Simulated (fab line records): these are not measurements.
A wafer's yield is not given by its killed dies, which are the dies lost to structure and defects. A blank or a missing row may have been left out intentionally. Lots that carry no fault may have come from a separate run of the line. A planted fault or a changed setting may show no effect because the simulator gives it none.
Struck lot and sound lot, side by side || flow sky130 || 15 steps out of a route of 708
Sound: the wafers L728.1, L728.5, L728.6. Wafers L737.2, L737.5, L737.6 were the ones struck. Last of all comes the cause.
Order at every step that has rows: each side's tool, ch and its chambers, its first start. Under that, the readings that differ: sound wafers || struck wafers || difference of the means || sigmas: that difference in standard deviations of wafers without a fault.
alike: readings whose means differ by less than 2 such deviations, and words and numbers that are the same on both sides. not compared: withheld readings, readings that some wafer has no value for, bounds like >300 that may hide the same value, and numbers for which the record gives no deviation and whose values overlap.
The two part at a step that has a row with sigmas, a row that says differs or no value, or rows on one side only. Non-overlapping numbers with no deviation appear without sigmas and do not part them. A reading that every wafer of one side lacks parts them only if that side has two wafers or more.

first, 8 steps without rows for these wafers: SKY_FIELD_ISO_DEHYDRATE_05 (time 60 s); SKY_FIELD_ISO_HMDS_06 (prime time 60 s); SKY_FIELD_ISO_COAT_07 (resist thk 60 nm); SKY_FIELD_ISO_COAT_08 (resist thk 450 nm); SKY_FIELD_ISO_SOFTBAKE_09 (time 90 s); SKY_FIELD_ISO_EXPOSE_10 (exposes mask FOM, target cd 150 nm); SKY_FIELD_ISO_PEB_11; SKY_FIELD_ISO_DEVELOP_12 (develop time 60 s).
SKY_FIELD_ISO_CD_MEAS_13 targets a cd of 150 nm.
  sound: cd-sem-02 at day 4 01:18; struck: cd-sem-02 at day 5 23:23
  alike: cd-nm
SKY_FIELD_ISO_ETCH_14: etches BARC in N2/H2, stops on SiO2, time 45.9 s, target depth 60 nm.
  sound on rie-diel-01 ch 0,2,3, day 4 01:25; struck on rie-diel-02 ch 0,1,2, day 5 23:29
  alike: bias-w, drypump-motor-current-A, oes-product-au, throttle-valve-pct
  not compared: rf-hours-counter-h
SKY_FIELD_ISO_ETCH_15: etches the open film in CHF3/O2, stops on Si, target depth 180 nm, time 72 s.
  sound on rie-diel-01 ch 0,2,3, day 4 01:28; struck on rie-diel-02 ch 0,1,2, day 5 23:32
  alike: O2_flow_sccm, bias-w, drypump-motor-current-A, oes-product-au, throttle-valve-pct
  not compared: rf-hours-counter-h
SKY_FIELD_ISO_STRIP_16: strips in O2/N2.
  sound on plasma-asher-03 ch 0,1, day 4 01:31; struck on plasma-asher-04 ch 0,1, day 5 23:35
  alike: drypump-motor-current-A, oes-product-au, strip-time-to-endpoint-s
  not compared: rf-hours-counter-h
SKY_FIELD_ISO_ETCH_17: etches Si in HBr/Cl2/O2, target depth 342 nm, time 97.7 s.
  sound on rie-si-01 ch 1,2,3, day 4 01:37; struck on rie-si-01 ch 0,3, day 5 23:41
{"reading": "bias-w (W)", "sound": "150.5 149.6 149.2", "struck": "155.3 155.5 156.2", "difference": "+5.9", "sigmas": "+13"}
  alike: O2_flow_sccm, drypump-motor-current-A, oes-product-au, throttle-valve-pct
  not compared: rf-hours-counter-h
then, 1 step without rows for these wafers: SKY_FIELD_ISO_WET_ETCH_18 (etches Si3N4 in H3PO4, target depth 25 nm, time 286 s).
SKY_PAD_OPEN_PROBE_99:
  rows exist in the record for the sound wafers here (prober-02, day 47 20:31), none for the struck ones

WHERE THEY PART
First at SKY_FIELD_ISO_ETCH_17; last, within this record, at SKY_PAD_OPEN_PROBE_99.

WHY: what had been put in by the simulator
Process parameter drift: rie-si-01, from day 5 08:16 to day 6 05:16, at SKY_FIELD_ISO_ETCH_17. From 150, the setting bias-w moved by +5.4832. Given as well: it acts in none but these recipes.
